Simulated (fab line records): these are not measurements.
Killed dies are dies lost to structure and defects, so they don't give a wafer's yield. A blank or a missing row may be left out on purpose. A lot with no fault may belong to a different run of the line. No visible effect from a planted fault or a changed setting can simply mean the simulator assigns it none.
Problem report, 8D (eight disciplines) form, completed by code || flow sky130 || the parts of the form that need people (team, actions taken, sign-off) are left out

## 1. WHAT WENT WRONG
At SKY_CAP2M_METAL_ETCH_13, chamber_pressure_mTorr averages 8.009 mTorr over 6 wafers from 3 lots, while fault-free wafers read 10.001 mTorr, standard deviation 0.0095. So: -99 or more standard deviations from the usual mean.
The step: etches TiN in Cl2/BCl3, stops on SiO2, target depth 220 nm, time 62.9 s.
Seen first at day 43 12:55 on rie_metal-02, wafer L906.4. The record has a number at this step for 36 wafers belonging to 12 lots. By rule, "out" or "out of limits" means more than 4 standard deviations away from the usual mean. Any other wafer with a number is counted as sound.

## 2. WHAT IT IS; WHAT IT IS NOT
{"question": "which readings at this step", "is": "chamber_pressure_mTorr", "is not": "drypump_motor_current_A, oes_product_au, rf_fwd_power_W, throttle_valve_pct"}
{"question": "which lots", "is": "L906, L907, L909", "is not": "L897, L900, L902, L903, L915, L916, L917, L918, L919"}
{"question": "which wafers of those lots", "is": "L906.4, L907.1, L907.3, L907.4, L909.2, L909.4", "is not": "L906.2, L906.3, L909.6"}
{"question": "read on which tools", "is": "rie_metal-02", "is not": "rie_metal-01, rie_metal-03"}
{"question": "when", "is": "from day 43 12:55", "is not": "up to then (14 sound wafers); but 16 sound wafers of L909, L915, L916, L917, L918, L919 came after"}

## 3. WHAT RULES OUT EACH SUSPECT
Counting: any tool at a process step up to the reading remains a suspect provided it ran every lot that is out. Sound lots after the first of them don't rule it out here, since some wafers of a struck lot are sound.
- rie_metal-02 at SKY_CAP2M_METAL_ETCH_13 (etches TiN in Cl2/BCl3, stops on SiO2, target depth 220 nm, time 62.9 s): kept. It processed each lot that is out (first: L906, day 43 12:55); up to then, its last sound lot is L903 (day 43 05:49). Out on those wafers are its own readings of chamber_pressure_mTorr.
- At SKY_CAP2M_METAL_ETCH_13 on rie_metal-02, chamber 0 took the sound wafers of the same lots and chamber 1 took the wafers that are out.
The count leaves rie_metal-02 at SKY_CAP2M_METAL_ETCH_13.

## 4. THE CAUSE (what the simulator had put in)
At SKY_CAP2M_METAL_ETCH_13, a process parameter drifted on rie_metal-02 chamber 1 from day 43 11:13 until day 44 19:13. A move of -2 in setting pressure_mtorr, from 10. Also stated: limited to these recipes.
This tool alone remained once counting was done.

## 5. SEQUENCE OF EFFECTS, ordered by route
Each row: a reading where the mean over the struck wafers with a number is more than 3 standard deviations away from the usual. Scope: only readings with a usual standard deviation given in the record; hours: median across lots of the time from each lot's start at the first step in this table that gives one to its start at this step; sigmas: change in usual standard deviations.
{"hours": 0, "step": "SKY_CAP2M_METAL_ETCH_13", "reading": "chamber_pressure_mTorr", "usual": "10.001 mTorr", "on struck wafers": 8.009, "change": -1.992, "sigmas": "-99 or more"}
Its process steps:
- SKY_CAP2M_METAL_ETCH_13: etches TiN in Cl2/BCl3, stops on SiO2, target depth 220 nm, time 62.9 s.

## 6. HOW IT WOULD HAVE BEEN CAUGHT EARLIER
First out-of-limits reading in this record: day 43 12:55, which is 2 hours after fault onset at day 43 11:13.
